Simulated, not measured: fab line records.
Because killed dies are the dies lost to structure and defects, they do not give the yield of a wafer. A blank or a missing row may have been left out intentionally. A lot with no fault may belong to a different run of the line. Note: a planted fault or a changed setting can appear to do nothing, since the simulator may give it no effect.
fab line records	flow sky130
record: lots: 24	wafers: 72	last_day: 50
route steps=708 shown POLY_GATE@228 CONTACT@410 VIA3@588 METAL4@602 CAP2M@606 METAL5@664
lots that met no fault: taken from a fault-free run of the same line
start_h: the number of hours between the record's first day and the start of the first shown wafer of the lot	wait_h: time in hours since the lot's previous step	" the same as in the row above	L1.1+2: a single row standing in for several wafers	- no value, or no start given	* or withheld: withheld	< > ~ a bound
route shown NAME@n: NAME is a module with steps in the file, n the number in the route of the first one	usual: the fault-free wafers' mean and standard deviation	same: alike in all rows	chamber/n: place in a boat	sites: the reading at each site	_std_site: the values' standard deviation	_edge_site: mean of outer sites minus mean of inner sites	radius_mm: for every site, how far away it sits from the centre of the wafer	mask NAME#n: copy n	behind: tool/chamber where the wafer was last shaped	hold: reason for holding the lot/hours on hold/outcome of the hold	device: which transistor (n, p or np) failed to switch	end of line: the same wafers' tests at the end of the route	for a step that has no rows: nothing shown but its recipe	killed: at the first sort, the dies lost to defects and structure; wafer yield is something else	map: shows each die of a wafer: x if killed, . if not, _ if none is there
set.NAME: the setting that was run; set.NAME@STEP: the one run at that earlier step	model.NAME: the simulator's own value behind a step, which no gauge read
a sample of lots followed through the steps of the route, with each step as a table and each wafer as a row
services: a tool's chamber out of use, with start hour (start_h, from the record's first day; less than 0 if before it), hours out, and reason
== steps ==
step: SKY_POLY_GATE_OVL_MEAS_14
usual: POLY_GATE_OVL: -2/5.5
lot.wafer	tool	chamber	start_h	wait_h	POLY_GATE_OVL[nm]
L074.1	overlay-02	-	359.67	0.1	6
L074.2	"	-	"	"	8
L074.3	"	-	"	"	15
L075.2	overlay-01	-	368.05	0.1	5
L075.3	"	-	"	"	5
L075.5	"	-	"	"	2
L076.2	overlay-02	-	378.92	0.1	5
L076.3	"	-	"	"	-13
L076.6	"	-	"	"	-1
L077.3	overlay-02	-	421.29	0.1	2
L077.4	"	-	"	"	0
L077.5	"	-	"	"	1
L079.2	overlay-02	-	434.87	0.1	0
L079.4	"	-	"	"	5
L079.6	"	-	"	"	1
L078.4	overlay-02	-	440.41	0.1	-4
L078.5	"	-	"	"	6
L078.6	"	-	"	"	0
L080.1	overlay-01	-	443.52	0.1	-7
L080.3	"	-	"	"	-7
L080.6	"	-	"	"	2
L081.1	overlay-02	-	452.67	0.1	-8
L081.5	"	-	"	"	-7
L081.6	"	-	"	"	-7
L082.3	overlay-01	-	458.60	0.1	-12
L082.4	"	-	"	"	-10
L082.5	"	-	"	"	0
L084.3	overlay-01	-	460.79	0.1	-7
L084.5	"	-	"	"	-8
L084.6	"	-	"	"	4
L083.3	overlay-02	-	461.49	0.1	-1
L083.4	"	-	"	"	0
L083.5	"	-	"	"	-9
L086.1	overlay-01	-	480.27	0.1	-6
L086.2	"	-	"	"	-4
L086.6	"	-	"	"	-10
L085.1	overlay-01	-	484.89	0.1	2
L085.5	"	-	"	"	0
L085.6	"	-	"	"	-4
L087.2	overlay-02	-	488.77	0.1	-5
L087.3	"	-	"	"	4
L087.6	"	-	"	"	-10
L088.1	overlay-02	-	495.84	0.1	-5
L088.3	"	-	"	"	-4
L088.4	"	-	"	"	-10
L089.1	overlay-01	-	503.99	0.1	-2
L089.5	"	-	"	"	-3
L089.6	"	-	"	"	0
L090.1	overlay-01	-	508.41	0.1	4
L090.2	"	-	"	"	-4
L090.6	"	-	"	"	-4
L091.1	overlay-01	-	515.61	0.1	5
L091.3	"	-	"	"	-4
L091.5	"	-	"	"	-3
L092.1	overlay-01	-	524.94	0.1	1
L092.3	"	-	"	"	-10
L092.6	"	-	"	"	0
L093.1	overlay-01	-	531.68	0.1	-6
L093.3	"	-	"	"	-13
L093.4	"	-	"	"	1
L094.1	overlay-02	-	547.26	0.1	-1
L094.2	"	-	"	"	4
L094.6	"	-	"	"	-2
L095.1	overlay-02	-	554.66	0.1	1
L095.3	"	-	"	"	-4
L095.6	"	-	"	"	-2
L096.1	overlay-02	-	558.23	0.1	2
L096.4	"	-	"	"	-2
L096.6	"	-	"	"	0
L097.1	overlay-01	-	568.38	0.1	0
L097.2	"	-	"	"	-9
L097.3	"	-	"	"	-3
step: SKY_CONTACT_CMP_04
recipe: material: SiO2	down_force_psi: 4	platen_rpm: 60	pad_velocity_m_s: 0.94248
usual: motor_current_A: 11.1/1.1	time_to_endpoint_s: 83/3.5
lot.wafer	tool	chamber	start_h	wait_h	motor_current_A	time_to_endpoint_s
L074.3	cmp-02	1	696.56	0.0	11.0	86
L074.1	"	2	"	"	11.7	81
L074.2	"	3	"	"	11.4	84
L075.2	cmp-01	2	700.75	0.1	9.3	83
L075.3	"	3	"	"	11.4	85
L075.5	"	2	"	"	9.3	82
L076.2	cmp-01	2	715.70	0.1	9.5	84
L076.3	"	0	"	"	13.4	84
L076.6	"	1	"	"	11.6	85
L077.4	cmp-01	1	756.57	0.1	11.8	80
L077.3	"	3	"	"	11.2	84
L077.5	"	1	"	"	10.8	79
L079.2	cmp-01	2	767.34	0.0	9.0	84
L079.4	"	3	"	"	11.4	85
L079.6	"	3	"	"	11.0	83
L078.4	cmp-01	2	771.45	0.0	9.3	85
L078.5	"	2	"	"	10.4	86
L078.6	"	3	"	"	11.4	86
L080.1	cmp-02	2	773.86	0.1	11.5	84
L080.3	"	0	"	"	10.5	80
L080.6	"	2	"	"	11.7	81
L081.1	cmp-01	2	781.65	0.1	9.0	78
L081.6	"	2	"	"	9.3	79
L081.5	"	3	"	"	11.1	81
L082.3	cmp-01	3	785.20	0.1	10.7	81
L082.4	"	0	"	"	12.8	81
L082.5	"	3	"	"	11.7	80
L084.3	cmp-01	1	791.40	0.2	11.4	77
L084.5	"	2	"	"	9.2	81
L084.6	"	3	"	"	10.5	79
L083.3	cmp-02	3	791.58	0.0	11.9	84
L083.4	"	1	"	"	12.2	82
L083.5	"	0	"	"	11.0	84
L086.1	cmp-01	0	806.25	0.1	12.6	84
L086.2	"	1	"	"	11.3	83
L086.6	"	0	"	"	13.3	84
L085.1	cmp-01	2	808.83	0.1	9.6	84
L085.5	"	2	"	"	9.1	87
L085.6	"	3	"	"	11.5	87
L087.3	cmp-02	3	812.15	0.1	11.3	79
L087.2	"	1	"	"	11.0	83
L087.6	"	3	"	"	10.9	79
L088.3	cmp-01	2	821.36	0.1	9.5	86
L088.1	"	3	"	"	11.1	84
L088.4	"	0	"	"	12.7	83
L089.1	cmp-02	0	825.80	0.2	9.9	86
L089.6	"	1	"	"	11.3	81
L089.5	"	2	"	"	11.7	82
L090.2	cmp-01	1	832.89	0.1	11.6	81
L090.1	"	2	"	"	9.2	85
L090.6	"	3	"	"	11.2	83
L091.1	cmp-01	1	835.93	0.1	11.3	85
L091.3	"	3	"	"	11.9	88
L091.5	"	1	"	"	11.0	87
L092.1	cmp-01	2	843.63	0.1	9.6	85
L092.3	"	1	"	"	11.1	85
L092.6	"	2	"	"	9.1	85
L093.1	cmp-02	3	849.28	0.1	12.0	75
L093.3	"	1	"	"	11.0	77
L093.4	"	2	"	"	11.3	74
L094.2	cmp-02	1	863.75	0.0	11.9	78
L094.1	"	3	"	"	11.8	79
L094.6	"	1	"	"	10.5	72
L095.3	cmp-01	3	869.18	0.1	10.9	89
L095.1	"	0	"	"	12.4	86
L095.6	"	1	"	"	11.3	88
L096.4	cmp-01	3	873.42	0.0	10.7	82
L096.1	"	1	"	"	10.8	83
L096.6	"	0	"	"	13.1	86
L097.3	cmp-01	0	880.81	0.0	12.8	83
L097.1	"	1	"	"	11.0	80
L097.2	"	3	"	"	11.0	82
step: SKY_VIA3_ETCH_15
recipe: target: SiO2	chemistry: C4F8/O2/Ar	target_depth_nm: 507	stop_on: TiN	mask_material: KrF-thick	source_w: 1500	bias_w: 1200	pressure_mtorr: 40	c4f8_flow_sccm: withheld	O2_flow_sccm: 6	Ar_flow_sccm: 300	time_s: 78
usual: oes_product_au: 0.935/0.0048
lot.wafer	tool	chamber	start_h	wait_h	oes_product_au	rf_hours_counter_h
L074.1	rie_diel-04	2	920.59	0.0	0.930	17
L074.2	"	0	"	"	0.934	12
L074.3	"	1	"	"	0.930	18
L075.2	rie_diel-04	2	921.97	0.0	0.937	17
L075.3	"	0	"	"	0.930	13
L075.5	"	0	"	"	0.935	-
L076.2	rie_diel-04	1	936.03	0.0	0.936	18
L076.3	"	2	"	"	0.938	18
L076.6	"	1	"	"	0.945	-
L077.3	rie_diel-03	1	974.27	0.0	0.929	15
L077.4	"	2	"	"	0.934	18
L077.5	"	1	"	"	0.941	-
L079.2	rie_diel-03	1	982.14	0.0	0.929	15
L079.4	"	3	"	"	0.932	2
L079.6	"	3	"	"	0.936	-
L078.4	rie_diel-03	1	984.87	0.0	0.930	15
L078.5	"	3	"	"	0.940	-
L078.6	"	2	"	"	0.939	-
L080.1	rie_diel-03	3	989.59	0.0	0.943	3
L080.3	"	1	"	"	0.932	15
L080.6	"	3	"	"	0.939	-
L081.1	rie_diel-04	2	995.07	0.0	0.933	19
L081.5	"	3	"	"	0.950	-
L081.6	"	2	"	"	0.941	-
L082.3	rie_diel-01	3	998.82	0.0	0.933	24
L082.4	"	1	"	"	0.927	13
L082.5	"	2	"	"	0.941	-
L084.3	rie_diel-03	3	1002.74	0.0	0.934	3
L084.5	"	2	"	"	0.939	-
L084.6	"	1	"	"	0.936	-
L083.3	rie_diel-04	2	1004.22	0.0	0.936	20
L083.4	"	0	"	"	0.932	15
L083.5	"	1	"	"	0.930	-
L086.1	rie_diel-04	0	1015.23	0.0	0.937	16
L086.2	"	1	"	"	0.929	21
L086.6	"	0	"	"	0.929	-
L085.1	rie_diel-01	2	1018.43	0.0	0.935	13
L085.5	"	3	"	"	0.939	-
L085.6	"	0	"	"	0.928	-
L087.2	rie_diel-03	2	1020.52	0.0	0.940	19
L087.3	"	0	"	"	0.934	14
L087.6	"	3	"	"	0.936	-
L088.1	rie_diel-01	1	1028.23	0.0	0.942	14
L088.3	"	2	"	"	0.935	13
L088.4	"	3	"	"	0.938	25
L089.1	rie_diel-04	0	1031.48	0.0	0.938	16
L089.5	"	2	"	"	0.937	-
L089.6	"	1	"	"	0.931	-
L090.1	rie_diel-03	1	1039.69	0.0	0.940	17
L090.2	"	2	"	"	0.937	20
L090.6	"	3	"	"	0.936	-
L091.1	rie_diel-03	3	1041.17	0.0	0.933	4
L091.3	"	0	"	"	0.944	15
L091.5	"	2	"	"	0.941	-
L092.1	rie_diel-04	1	1048.93	0.0	0.937	22
L092.3	"	3	"	"	0.933	21
L092.6	"	2	"	"	0.931	-
L093.1	rie_diel-03	0	1053.22	0.0	0.943	15
L093.3	"	3	"	"	0.934	5
L093.4	"	1	"	"	0.930	18
L094.1	rie_diel-01	0	1065.33	0.0	0.939	11
L094.2	"	3	"	"	0.936	27
L094.6	"	3	"	"	0.926	-
L095.1	rie_diel-04	0	1070.62	0.0	0.937	18
L095.3	"	1	"	"	0.934	23
L095.6	"	1	"	"	0.944	-
L096.1	rie_diel-01	2	1070.99	0.0	0.931	15
L096.4	"	1	"	"	0.939	15
L096.6	"	0	"	"	0.929	-
L097.1	rie_diel-01	1	1077.63	0.0	0.943	16
L097.2	"	2	"	"	0.937	15
L097.3	"	3	"	"	0.929	27
step: SKY_METAL4_SPUTTER_04
recipe: material: TiN	target_thk_nm: 70	power_w: 6500	time_s: 58.3	chamber_pressure_pa: 0.4
usual: cathode_dc_power_W: 6500.0/1.3	throttle_valve_pct: 29.7/1.1
lot.wafer	tool	chamber	start_h	wait_h	cathode_dc_power_W	throttle_valve_pct
L074.1	pvd_sputter-04	-	922.49	0.0	6499.3	26.9
L074.2	"	-	"	"	6497.1	28.9
L074.3	"	-	"	"	6499.3	29.0
L075.2	pvd_sputter-01	-	923.48	0.0	6500.0	29.2
L075.3	"	-	"	"	6499.8	29.3
L075.5	"	-	"	"	6501.8	29.5
L076.2	pvd_sputter-01	-	937.49	0.0	6498.8	29.1
L076.3	"	-	"	"	6500.0	30.5
L076.6	"	-	"	"	6500.7	30.4
L077.3	pvd_sputter-04	-	975.69	0.0	6498.7	29.2
L077.4	"	-	"	"	6500.1	29.8
L077.5	"	-	"	"	6499.8	28.9
L079.2	pvd_sputter-04	-	983.60	0.0	6501.5	26.8
L079.4	"	-	"	"	6500.9	28.8
L079.6	"	-	"	"	6499.8	29.0
L078.4	pvd_sputter-02	-	986.32	0.0	6499.9	30.1
L078.5	"	-	"	"	6502.5	31.9
L078.6	"	-	"	"	6503.9	29.7
L080.1	pvd_sputter-01	-	991.01	0.0	6499.5	28.8
L080.3	"	-	"	"	6500.7	29.3
L080.6	"	-	"	"	6498.9	30.7
L081.1	pvd_sputter-02	-	996.50	0.0	6499.5	30.3
L081.5	"	-	"	"	6499.1	29.9
L081.6	"	-	"	"	6499.1	29.8
L082.3	pvd_sputter-02	-	1000.33	0.0	6499.0	29.9
L082.4	"	-	"	"	6499.4	29.9
L082.5	"	-	"	"	6500.5	31.8
L084.3	pvd_sputter-04	-	1004.28	0.0	6500.4	29.7
L084.5	"	-	"	"	6501.5	29.6
L084.6	"	-	"	"	6501.9	27.0
L083.3	pvd_sputter-01	-	1005.69	0.0	6498.2	29.2
L083.4	"	-	"	"	6498.7	29.5
L083.5	"	-	"	"	6502.8	29.3
L086.1	pvd_sputter-01	-	1016.65	0.0	6501.7	30.2
L086.2	"	-	"	"	6500.1	30.4
L086.6	"	-	"	"	6498.6	30.3
L085.1	pvd_sputter-01	-	1019.85	0.0	6502.3	30.3
L085.5	"	-	"	"	6501.1	29.0
L085.6	"	-	"	"	6500.4	29.5
L087.2	pvd_sputter-01	-	1022.07	0.0	6499.1	29.2
L087.3	"	-	"	"	6499.6	29.1
L087.6	"	-	"	"	6500.2	29.0
L088.1	pvd_sputter-04	-	1029.77	0.0	6497.9	29.2
L088.3	"	-	"	"	6501.6	29.7
L088.4	"	-	"	"	6498.9	29.4
L089.1	pvd_sputter-01	-	1033.46	0.0	6499.9	29.1
L089.5	"	-	"	"	6499.7	28.9
L089.6	"	-	"	"	6500.8	29.7
L090.1	pvd_sputter-02	-	1041.11	0.0	6499.7	31.7
L090.2	"	-	"	"	6499.9	30.0
L090.6	"	-	"	"	6500.3	30.3
L091.1	pvd_sputter-02	-	1042.59	0.0	6498.9	30.2
L091.3	"	-	"	"	6499.5	31.9
L091.5	"	-	"	"	6500.3	32.1
L092.1	pvd_sputter-01	-	1050.36	0.0	6498.8	29.4
L092.3	"	-	"	"	6498.4	29.1
L092.6	"	-	"	"	6501.4	29.3
L093.1	pvd_sputter-01	-	1054.64	0.0	6501.3	29.1
L093.3	"	-	"	"	6500.0	30.0
L093.4	"	-	"	"	6501.1	29.5
L094.1	pvd_sputter-04	-	1066.91	0.0	6499.4	29.2
L094.2	"	-	"	"	6499.8	29.6
L094.6	"	-	"	"	6502.2	26.9
L095.1	pvd_sputter-01	-	1072.05	0.0	6500.3	30.4
L095.3	"	-	"	"	6499.2	29.1
L095.6	"	-	"	"	6499.1	29.3
L096.1	pvd_sputter-02	-	1072.41	0.0	6497.4	31.6
L096.4	"	-	"	"	6498.2	29.8
L096.6	"	-	"	"	6502.8	29.8
L097.1	pvd_sputter-02	-	1079.06	0.0	6500.3	30.1
L097.2	"	-	"	"	6500.3	29.9
L097.3	"	-	"	"	6500.5	30.2
step: SKY_CAP2M_RS_MEAS_03
recipe: thk_meas_gauge: four-point-probe	reads: TiN_of_CAP2M_SPUTTER_02
usual: CAP2M_TIN_RS: 6.92/0.066
lot.wafer	tool	chamber	start_h	wait_h	CAP2M_TIN_RS[ohm/sq]
L074.1	film_metro-03	-	922.73	0.1	6.94
L074.2	"	-	"	"	7.01
L074.3	"	-	"	"	6.94
L075.2	film_metro-03	-	923.74	0.1	6.91
L075.3	"	-	"	"	6.91
L075.5	"	-	"	"	6.91
L076.2	film_metro-01	-	937.75	0.1	6.95
L076.3	"	-	"	"	6.89
L076.6	"	-	"	"	6.93
L077.3	film_metro-02	-	975.97	0.1	7.00
L077.4	"	-	"	"	6.94
L077.5	"	-	"	"	6.93
L079.2	film_metro-02	-	983.86	0.1	6.86
L079.4	"	-	"	"	6.81
L079.6	"	-	"	"	6.86
L078.4	film_metro-02	-	986.62	0.1	6.80
L078.5	"	-	"	"	6.84
L078.6	"	-	"	"	6.90
L080.1	film_metro-02	-	991.25	0.1	6.91
L080.3	"	-	"	"	6.87
L080.6	"	-	"	"	6.88
L081.1	film_metro-03	-	996.74	0.1	6.90
L081.5	"	-	"	"	6.94
L081.6	"	-	"	"	6.96
L082.3	film_metro-01	-	1000.62	0.1	6.93
L082.4	"	-	"	"	6.94
L082.5	"	-	"	"	6.91
L084.3	film_metro-02	-	1004.56	0.1	6.97
L084.5	"	-	"	"	6.99
L084.6	"	-	"	"	6.99
L083.3	film_metro-02	-	1005.98	0.1	6.97
L083.4	"	-	"	"	6.97
L083.5	"	-	"	"	6.99
L086.1	film_metro-02	-	1016.90	0.1	6.87
L086.2	"	-	"	"	6.79
L086.6	"	-	"	"	6.80
L085.1	film_metro-03	-	1020.09	0.1	6.90
L085.5	"	-	"	"	6.92
L085.6	"	-	"	"	6.87
L087.2	film_metro-02	-	1022.33	0.1	6.79
L087.3	"	-	"	"	6.77
L087.6	"	-	"	"	6.81
L088.1	film_metro-02	-	1030.01	0.1	6.91
L088.3	"	-	"	"	6.85
L088.4	"	-	"	"	6.89
L089.1	film_metro-03	-	1033.70	0.1	6.96
L089.5	"	-	"	"	6.96
L089.6	"	-	"	"	6.96
L090.1	film_metro-03	-	1041.35	0.1	6.94
L090.2	"	-	"	"	6.90
L090.6	"	-	"	"	6.89
L091.1	film_metro-03	-	1042.83	0.1	6.89
L091.3	"	-	"	"	6.93
L091.5	"	-	"	"	6.86
L092.1	film_metro-02	-	1050.60	0.1	6.91
L092.3	"	-	"	"	6.87
L092.6	"	-	"	"	6.95
L093.1	film_metro-02	-	1054.88	0.1	7.00
L093.3	"	-	"	"	6.93
L093.4	"	-	"	"	6.95
L094.1	film_metro-03	-	1067.15	0.1	7.02
L094.2	"	-	"	"	7.00
L094.6	"	-	"	"	7.02
L095.1	film_metro-03	-	1072.29	0.1	6.92
L095.3	"	-	"	"	6.89
L095.6	"	-	"	"	6.93
L096.1	film_metro-03	-	1072.65	0.1	6.99
L096.4	"	-	"	"	6.98
L096.6	"	-	"	"	7.05
L097.1	film_metro-03	-	1079.30	0.1	7.05
L097.2	"	-	"	"	6.99
L097.3	"	-	"	"	6.94
step: SKY_METAL5_SPUTTER_03
recipe: material: Ti	target_thk_nm: 5	power_w: 3000	time_s: 3.3	chamber_pressure_pa: 0.4
usual: cathode_dc_power_W: 3000.0/0.52	throttle_valve_pct: 29.6/0.85
lot.wafer	tool	chamber	start_h	wait_h	cathode_dc_power_W	throttle_valve_pct
L074.1	pvd_sputter-02	-	997.63	0.0	3000.4	32.0
L074.2	"	-	"	"	3000.4	29.9
L074.3	"	-	"	"	3000.4	29.7
L075.2	pvd_sputter-04	-	999.78	0.0	3000.4	29.9
L075.3	"	-	"	"	2999.8	29.2
L075.5	"	-	"	"	3000.8	29.2
L076.2	pvd_sputter-03	-	1011.72	0.0	3000.4	29.5
L076.3	"	-	"	"	3000.1	30.0
L076.6	"	-	"	"	3000.0	29.9
L077.3	pvd_sputter-02	-	1047.16	0.0	2999.6	30.0
L077.4	"	-	"	"	2999.1	29.9
L077.5	"	-	"	"	2999.4	29.8
L079.2	pvd_sputter-02	-	1055.44	0.0	2999.8	30.0
L079.4	"	-	"	"	2999.6	29.8
L079.6	"	-	"	"	3000.1	29.6
L078.4	pvd_sputter-03	-	1057.66	0.0	3000.3	29.5
L078.5	"	-	"	"	3000.3	28.7
L078.6	"	-	"	"	3000.6	30.2
L080.1	pvd_sputter-03	-	1061.66	0.0	2999.4	28.9
L080.3	"	-	"	"	3000.3	29.4
L080.6	"	-	"	"	3000.4	29.5
L081.1	pvd_sputter-03	-	1067.02	0.0	2999.4	29.9
L081.5	"	-	"	"	2999.8	29.7
L081.6	"	-	"	"	3000.2	28.9
L082.3	pvd_sputter-04	-	1070.41	0.0	3000.3	29.0
L082.4	"	-	"	"	3000.4	29.2
L082.5	"	-	"	"	2999.9	29.2
L084.3	pvd_sputter-03	-	1074.23	0.0	2999.6	29.9
L084.5	"	-	"	"	3000.3	30.0
L084.6	"	-	"	"	2999.4	28.8
L083.3	pvd_sputter-03	-	1075.52	0.0	3000.1	29.9
L083.4	"	-	"	"	2999.6	28.8
L083.5	"	-	"	"	3000.1	30.1
L086.1	pvd_sputter-03	-	1085.83	0.0	2999.9	30.1
L086.2	"	-	"	"	3000.7	29.8
L086.6	"	-	"	"	3000.4	30.3
L085.1	pvd_sputter-03	-	1088.70	0.0	3000.2	30.1
L085.5	"	-	"	"	2999.8	28.9
L085.6	"	-	"	"	2999.8	29.7
L087.2	pvd_sputter-02	-	1089.72	0.0	3000.6	29.9
L087.3	"	-	"	"	2998.9	31.9
L087.6	"	-	"	"	3000.2	29.6
L088.1	pvd_sputter-03	-	1097.16	0.0	2998.8	30.0
L088.3	"	-	"	"	3000.5	29.0
L088.4	"	-	"	"	3001.5	29.7
L089.1	pvd_sputter-02	-	1100.50	0.0	3000.4	29.9
L089.5	"	-	"	"	2999.8	29.6
L089.6	"	-	"	"	3000.3	29.4
L090.1	pvd_sputter-03	-	1108.03	0.0	2999.5	29.1
L090.2	"	-	"	"	2999.8	28.8
L090.6	"	-	"	"	2999.3	29.3
L091.1	pvd_sputter-03	-	1110.20	0.0	3000.6	29.1
L091.3	"	-	"	"	2999.1	29.7
L091.5	"	-	"	"	3000.0	29.7
L092.1	pvd_sputter-04	-	1115.91	0.0	3000.3	29.3
L092.3	"	-	"	"	2999.8	27.1
L092.6	"	-	"	"	2999.8	29.1
L093.1	pvd_sputter-03	-	1120.76	0.0	2999.0	29.2
L093.3	"	-	"	"	2999.9	28.7
L093.4	"	-	"	"	3000.3	30.4
L094.1	pvd_sputter-04	-	1132.67	0.0	2999.9	29.2
L094.2	"	-	"	"	3000.0	29.6
L094.6	"	-	"	"	3001.1	29.5
L095.1	pvd_sputter-03	-	1137.01	0.0	2999.8	29.2
L095.3	"	-	"	"	2999.2	30.0
L095.6	"	-	"	"	2999.3	29.8
L096.1	pvd_sputter-02	-	1137.11	0.0	2999.3	29.8
L096.4	"	-	"	"	3000.8	30.1
L096.6	"	-	"	"	2999.8	29.8
L097.1	pvd_sputter-03	-	1142.41	0.0	2999.4	29.3
L097.2	"	-	"	"	3001.5	28.9
L097.3	"	-	"	"	3001.3	29.6
== services ==
tool	chamber	start_h	hours	kind
rie_diel-04	0	696.21	8.8	repair
pvd_sputter-03	-	704.28	2.6	repair
rie_diel-03	-	710.56	3.5	repair
pvd_sputter-03	-	725.06	9.8	repair
rie_diel-04	2	754.72	5.6	repair
pvd_sputter-04	-	756.36	5.1	repair
pvd_sputter-01	-	767.72	4.1	repair
pvd_sputter-02	-	813.11	4.5	repair
pvd_sputter-03	-	821.82	2.6	repair
pvd_sputter-01	-	828.51	3.0	repair
pvd_sputter-03	-	831.59	0.9	repair
cmp-01	-	894.05	0.2	repair
cmp-01	-	912.13	4.0	pm
pvd_sputter-04	-	923.77	2.0	repair
pvd_sputter-01	-	927.30	2.9	repair
cmp-01	-	928.51	1.8	repair
pvd_sputter-03	-	930.74	1.1	repair
cmp-01	-	956.91	4.2	pm
cmp-01	-	965.56	3.6	repair
pvd_sputter-02	-	1060.02	3.7	repair
pvd_sputter-01	-	1074.98	2.1	repair
pvd_sputter-04	-	1075.36	3.0	repair
pvd_sputter-03	-	1089.48	1.0	repair
pvd_sputter-02	-	1140.04	10.4	repair
== key ==
fault none
